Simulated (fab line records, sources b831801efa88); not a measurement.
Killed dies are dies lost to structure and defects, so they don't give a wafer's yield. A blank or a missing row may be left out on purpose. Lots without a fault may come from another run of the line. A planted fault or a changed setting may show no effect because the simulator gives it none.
Which tool did it? | flow gf180mcu | 7 lots, 21 wafers sampled, at 2 steps of a route of 602

WHAT THE GAUGES READ, wafer by wafer
GF_SAB_THK_MEAS_01.
lot  | measured     | on            | SAB_CVD_00_THK (nm)
L594 | day 14 20:15 | film_metro-02 | 48.9 49.2 49.7
L597 | day 15 19:25 | film_metro-01 | 49.8 50.5 50.2
L599 | day 16 08:58 | film_metro-03 | 50.0 50.6 50.8
L602 | day 17 23:12 | film_metro-03 | 49.5 49.9 49.2
L609 | day 19 18:56 | film_metro-01 | 50.1 49.4 50.9
L612 | day 21 05:31 | film_metro-01 | 49.6 49.8 50.2
L615 | day 22 01:14 | film_metro-01 | 49.4 49.8 50.4

WHICH TOOL RAN EACH LOT (tool, then ch and the chambers of the sampled wafers, then the start)
lot  | GF_DNWELL_IMPLANT_07
L594 | implanter-04 ch 0, day 3 02:57
L597 | implanter-02 ch 0, day 3 18:17
L599 | implanter-03 ch 0, day 4 04:11
L602 | implanter-04 ch 0, day 5 02:03
L609 | implanter-03 ch 0, day 6 05:49
L612 | implanter-03 ch 0, day 6 22:52
L615 | implanter-03 ch 0, day 7 15:31
- GF_DNWELL_IMPLANT_07

THE ANSWER, worked out from the rows above alone
Rule: what is usual is taken from the lots themselves. Put in order of their means at a reading, lots are off if they are a third of the lots or fewer, leave a main group of 4 or more, and stand apart from it by a gap of 3 or more times the standard deviation of the main group's means; of several such gaps the widest counts. A main group whose means are all the same, to the digits that the tables above print for the reading, isn't used. A lot without any number at a reading at which 4 lots or more have one is off too. The other lots that the step has rows for count as sound.
No lot is off at any reading shown: from this, nothing can be told.

WHAT THE SIMULATOR HAD PUT IN
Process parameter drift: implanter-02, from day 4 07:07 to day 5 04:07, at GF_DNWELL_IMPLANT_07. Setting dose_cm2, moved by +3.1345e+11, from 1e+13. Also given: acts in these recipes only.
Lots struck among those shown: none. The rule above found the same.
